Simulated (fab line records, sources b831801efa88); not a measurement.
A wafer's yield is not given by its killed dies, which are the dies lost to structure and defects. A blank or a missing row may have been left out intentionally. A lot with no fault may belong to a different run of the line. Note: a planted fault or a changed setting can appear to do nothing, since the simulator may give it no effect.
Which tool is to blame? / flow sky130 / 7 lots, 21 wafers sampled, at 2 steps of a route of 708

WHAT THE GAUGES SHOWED, per wafer
SKY_CONTACT_CD_MEAS_14: the cd target is 170 nm.
lot=L498; measured=day 33 17:04; on=cd sem-01; cd nm (nm)=170.9 171.0 170.1
lot=L500; measured=day 34 06:40; on=cd sem-01; cd nm (nm)=167.7 166.6 166.3
lot=L504; measured=day 35 01:26; on=cd sem-02; cd nm (nm)=167.8 168.3 167.1
lot=L506; measured=day 36 12:25; on=cd sem-02; cd nm (nm)=134.7 135.6 134.3
lot=L509; measured=day 37 01:34; on=cd sem-01; cd nm (nm)=144.8 143.4 143.6
lot=L511; measured=day 37 10:02; on=cd sem-01; cd nm (nm)=169.2 170.0 170.4
lot=L513; measured=day 37 21:58; on=cd sem-01; cd nm (nm)=168.8 166.8 169.8

WHAT TOOL EACH LOT RAN ON (gives the tool, then ch and the chambers of the sampled wafers, and finally the start)
lot=L498; SKY_CONTACT_EXPOSE_11=krf scanner-01 ch 0, day 33 03:32
lot=L500; SKY_CONTACT_EXPOSE_11=krf scanner-01 ch 0, day 33 17:45
lot=L504; SKY_CONTACT_EXPOSE_11=krf scanner-01 ch 0, day 34 11:47
lot=L506; SKY_CONTACT_EXPOSE_11=krf scanner-01 ch 0, day 36 00:10
lot=L509; SKY_CONTACT_EXPOSE_11=krf scanner-01 ch 0, day 36 12:51
lot=L511; SKY_CONTACT_EXPOSE_11=krf scanner-02 ch 0, day 36 20:49
lot=L513; SKY_CONTACT_EXPOSE_11=krf scanner-02 ch 0, day 37 09:33
- SKY_CONTACT_EXPOSE_11: exposes mask CTM1, target cd 170 nm.

THE ANSWER, worked out from the rows above alone
Rule: the usual values come from the lots themselves. Put in order of their means at a reading, lots are off if they are a third of the lots or fewer, leave a main group of 4 or more, and stand apart from it by a gap of 3 or more times the standard deviation of the main group's means; of several such gaps the widest counts. Not used: any main group whose means are identical at the precision the tables above print for the reading. Also off: a lot with no number at a reading for which 4 or more lots have one. The other lots that the step has rows for count as sound.
Off: L506, L509, at SKY_CONTACT_CD_MEAS_14 (cd nm). Mean 168.7 nm and standard deviation 1.4 in the main group.
A tool fits if, at a process step before that reading, it ran every lot that is off, and no sound lot after the first of them. Those tools and the gauges at SKY_CONTACT_CD_MEAS_14 are tried in the same way. One candidate fits, namely krf scanner-01 at SKY_CONTACT_EXPOSE_11. Its last sound lot is L504 (day 34 11:47), its first lot that is off L506 (day 36 00:10): a fault that began between those two fits.

WHAT THE SIMULATOR HAD INSERTED
Drift in process parameters on krf scanner-01 at SKY_CONTACT_EXPOSE_11, starting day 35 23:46. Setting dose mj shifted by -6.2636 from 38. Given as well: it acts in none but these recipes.
Struck lots among those shown: L506, L509. The rule given above showed the same thing.
